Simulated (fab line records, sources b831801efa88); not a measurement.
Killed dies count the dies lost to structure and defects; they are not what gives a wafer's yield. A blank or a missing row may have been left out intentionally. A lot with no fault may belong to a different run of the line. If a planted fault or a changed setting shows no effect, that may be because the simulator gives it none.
A lot that was struck, set against a sound lot	flow sky130	15 steps out of a route of 708
Sound: the wafers L421.1, L421.3, L421.4. Wafers struck: L432.1, L432.4, L432.6. At the end, the cause is stated.
Per side, at each step with rows, come the tool, then ch with its chambers, and then its first start. Under that, the readings that differ: sound wafers	struck wafers	difference of the means	sigmas: that difference in standard deviations of wafers without a fault.
alike: readings whose means differ by less than 2 such deviations, and words and numbers that are the same on both sides. not compared: withheld readings, readings that some wafer has no value for, bounds like >300 that may hide the same value, and numbers for which the record gives no deviation and whose values overlap.
A row with sigmas, a row that says differs or no value, or rows on one side alone: a step with any of these is where the two part. Non-overlapping numbers with no deviation appear without sigmas and do not part them. A reading missing from all wafers of one side parts the sides only when that side holds two or more wafers.

first, 4 steps without rows for these wafers: SKY_LDD_N_IMPLANT_12; SKY_LDD_N_IMPLANT_13; SKY_LDD_N_IMPLANT_14; SKY_LDD_N_IMPLANT_15.
SKY_LDD_N_STRIP_16: strips in O2/N2.
  sound on plasma-asher-03 ch 0,1, day 21 21:49; struck on plasma-asher-03 ch 0,1, day 26 02:52
  alike: drypump-motor-current-A, oes-product-au, strip-time-to-endpoint-s
  not compared: rf-hours-counter-h
SKY_LDD_N_TW_MEAS_17:
  sound: film-metro-03 at day 21 21:55; struck: film-metro-03 at day 26 02:58
  alike: LDD_N_TW
then, 6 steps without rows for these wafers: SKY_LDD_P_DEHYDRATE_00 (time 60 s); SKY_LDD_P_HMDS_01 (prime time 60 s); SKY_LDD_P_COAT_02 (resist thk 1140 nm); SKY_LDD_P_SOFTBAKE_03 (time 60 s); SKY_LDD_P_EXPOSE_04 (exposes mask PSDM, target cd 380 nm); SKY_LDD_P_PEB_05.
SKY_LDD_P_DEVELOP_06: develop time 60 s.
  sound on litho-track-03 ch 0, day 23 04:08; struck on litho-track-03 ch 0, day 27 07:14
reading	sound	struck	difference	sigmas
developer-temp-C (C)	22.98 23.00 22.92	22.34 22.22 22.33	-0.67	-8
  alike: chill-plate-temp-C
SKY_LDD_P_CD_MEAS_07: the cd target is 380 nm.
  sound: cd-sem-01 at day 23 04:17; struck: cd-sem-02 at day 27 07:23
  alike: cd-nm
-- the record jumps here: 24 days lie between the struck wafers' starts before and after (it left off in module LDD_P and takes up again in module PAD_OPEN, whose first step shown is number 708 of the route) --
SKY_PAD_OPEN_PROBE_99:
  sound: prober-01 at day 48 04:08; struck: prober-02 at day 50 20:02
  alike: killed_at_M0_to_M3, killed_at_M4_up, killed-at-contacts, killed-at-front-end, killed-at-other, killed-dies, killed-open, killed-short

WHERE THEY PART
Only at SKY_LDD_P_DEVELOP_06, within this record. Later steps at which nothing parts them and some readings are alike: SKY_LDD_P_CD_MEAS_07, SKY_PAD_OPEN_PROBE_99.

WHY: what had been put in by the simulator
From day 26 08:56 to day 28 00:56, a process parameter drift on litho-track-03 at SKY_LDD_P_DEVELOP_06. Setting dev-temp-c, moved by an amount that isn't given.
